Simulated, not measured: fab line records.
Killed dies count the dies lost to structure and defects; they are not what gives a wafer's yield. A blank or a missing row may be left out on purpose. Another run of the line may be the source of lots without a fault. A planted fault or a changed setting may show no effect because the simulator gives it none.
Which tool did it? || flow gf180mcu || 33 wafers from 11 lots sampled at 5 of the route's 602 steps

WHAT THE GAUGES SHOWED, per wafer
GF_V4_THK_MEAS_03.
{"lot": "L246", "measured": "day 23 17:27", "on": "film metro-04", "V4_CVD_02_THK (nm)": "838 839 856"}
{"lot": "L248", "measured": "day 24 10:30", "on": "film metro-03", "V4_CVD_02_THK (nm)": "848 835 855"}
{"lot": "L249", "measured": "day 24 22:24", "on": "film metro-04", "V4_CVD_02_THK (nm)": "847 851 860"}
{"lot": "L250", "measured": "day 25 10:35", "on": "film metro-04", "V4_CVD_02_THK (nm)": "847 846 864"}
{"lot": "L251", "measured": "day 25 14:19", "on": "film metro-04", "V4_CVD_02_THK (nm)": "858 855 859"}
{"lot": "L252", "measured": "day 25 17:45", "on": "film metro-04", "V4_CVD_02_THK (nm)": "841 837 853"}
{"lot": "L254", "measured": "day 26 06:40", "on": "film metro-04", "V4_CVD_02_THK (nm)": "864 866 869"}
{"lot": "L263", "measured": "day 29 10:43", "on": "film metro-03", "V4_CVD_02_THK (nm)": "1336 852 858"}
{"lot": "L266", "measured": "day 29 19:01", "on": "film metro-04", "V4_CVD_02_THK (nm)": "840 854 862"}
{"lot": "L267", "measured": "day 30 11:22", "on": "film metro-01", "V4_CVD_02_THK (nm)": "843 855 859"}
{"lot": "L268", "measured": "day 30 21:01", "on": "film metro-03", "V4_CVD_02_THK (nm)": "838 844 862"}

WHAT TOOL EACH LOT RAN ON (gives the tool, then ch and the chambers of the sampled wafers, and finally the start)
{"lot": "L246", "GF_V3_CVD_23": "cvd w-02 ch 0,1, day 22 17:25", "GF_M4_SPUTTER_00": "pvd sputter-04, day 22 18:00", "GF_M4_SPUTTER_01": "pvd sputter-04, day 22 18:06", "GF_V4_CVD_02": "pecvd-04 ch 0,1,2, day 23 17:22"}
{"lot": "L248", "GF_V3_CVD_23": "cvd w-01 ch 0,1, day 23 09:53", "GF_M4_SPUTTER_00": "pvd sputter-01, day 23 10:28", "GF_M4_SPUTTER_01": "pvd sputter-01, day 23 11:23", "GF_V4_CVD_02": "pecvd-04 ch 0,2, day 24 10:26"}
{"lot": "L249", "GF_V3_CVD_23": "cvd w-01 ch 0,1, day 23 22:40", "GF_M4_SPUTTER_00": "pvd sputter-01, day 23 23:16", "GF_M4_SPUTTER_01": "pvd sputter-01, day 23 23:22", "GF_V4_CVD_02": "pecvd-02 ch 0,1, day 24 22:20"}
{"lot": "L250", "GF_V3_CVD_23": "cvd w-01 ch 0, day 24 11:25", "GF_M4_SPUTTER_00": "pvd sputter-03, day 24 12:01", "GF_M4_SPUTTER_01": "pvd sputter-03, day 24 12:07", "GF_V4_CVD_02": "pecvd-03 ch 0,1,2, day 25 10:32"}
{"lot": "L251", "GF_V3_CVD_23": "cvd w-01 ch 0,1, day 24 14:58", "GF_M4_SPUTTER_00": "pvd sputter-03, day 24 15:31", "GF_M4_SPUTTER_01": "pvd sputter-03, day 24 15:37", "GF_V4_CVD_02": "pecvd-03 ch 0,1,2, day 25 14:16"}
{"lot": "L252", "GF_V3_CVD_23": "cvd w-02 ch 0,1, day 24 18:27", "GF_M4_SPUTTER_00": "pvd sputter-03, day 24 19:03", "GF_M4_SPUTTER_01": "pvd sputter-03, day 24 19:09", "GF_V4_CVD_02": "pecvd-04 ch 1,2, day 25 17:31"}
{"lot": "L254", "GF_V3_CVD_23": "cvd w-01 ch 0,1, day 25 09:38", "GF_M4_SPUTTER_00": "pvd sputter-03, day 25 10:14", "GF_M4_SPUTTER_01": "pvd sputter-03, day 25 10:20", "GF_V4_CVD_02": "pecvd-02 ch 0,2, day 26 06:34"}
{"lot": "L263", "GF_V3_CVD_23": "cvd w-01 ch 0,1, day 28 13:56", "GF_M4_SPUTTER_00": "pvd sputter-03, day 28 14:32", "GF_M4_SPUTTER_01": "pvd sputter-03, day 28 14:38", "GF_V4_CVD_02": "pecvd-03 ch 0,1, day 29 10:38"}
{"lot": "L266", "GF_V3_CVD_23": "cvd w-02 ch 0,1, day 28 22:58", "GF_M4_SPUTTER_00": "pvd sputter-03, day 28 23:40", "GF_M4_SPUTTER_01": "pvd sputter-03, day 28 23:46", "GF_V4_CVD_02": "pecvd-02 ch 0,1,2, day 29 18:56"}
{"lot": "L267", "GF_V3_CVD_23": "cvd w-01 ch 0,1, day 29 15:10", "GF_M4_SPUTTER_00": "pvd sputter-04, day 29 15:45", "GF_M4_SPUTTER_01": "pvd sputter-04, day 29 15:51", "GF_V4_CVD_02": "pecvd-02 ch 0,1,2, day 30 11:17"}
{"lot": "L268", "GF_V3_CVD_23": "cvd w-01 ch 0,1, day 30 01:04", "GF_M4_SPUTTER_00": "pvd sputter-03, day 30 01:40", "GF_M4_SPUTTER_01": "pvd sputter-03, day 30 01:46", "GF_V4_CVD_02": "pecvd-02 ch 0,1, day 30 20:55"}
- GF_V3_CVD_23: deposits W, target thk 350 nm, time 104.9 s.
- GF_M4_SPUTTER_00: material Ti, target thk 37.5 nm, time 150 s.
- GF_M4_SPUTTER_01: material TiN, target thk 30 nm, time 25 s.
- GF_V4_CVD_02: deposits SiO2 from TEOS, target thk 850 nm, time 94.851 s.

THE ANSWER, worked out from the rows above alone
Rule: the usual values come from the lots themselves. Put in order of their means at a reading, lots are off if they are a third of the lots or fewer, leave a main group of 4 or more, and stand apart from it by a gap of 3 or more times the standard deviation of the main group's means; of several such gaps the widest counts. If all means in a main group match to the digits the tables above print for the reading, that group is not used. A lot without any number at a reading at which 4 lots or more have one is off too. Any other lot the step has rows for is counted as sound.
Off: L263, seen at GF_V4_THK_MEAS_03 (V4_CVD_02_THK). The main group: mean 852 nm, standard deviation 6.4.
A tool fits if, at a process step before that reading, it ran every lot that is off, and no sound lot after the first of them. Gauges at GF_V4_THK_MEAS_03: tried the same way as those tools. One candidate fits, namely pecvd-03 at GF_V4_CVD_02. A fault onset in the window from L251 (day 25 14:16, its last sound lot) to L263 (day 29 10:38, its first lot off) fits.

WHAT THE SIMULATOR HAD INSERTED
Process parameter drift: pecvd-03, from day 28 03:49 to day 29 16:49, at GF_V4_CVD_02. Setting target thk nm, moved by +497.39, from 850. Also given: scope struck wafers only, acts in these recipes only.
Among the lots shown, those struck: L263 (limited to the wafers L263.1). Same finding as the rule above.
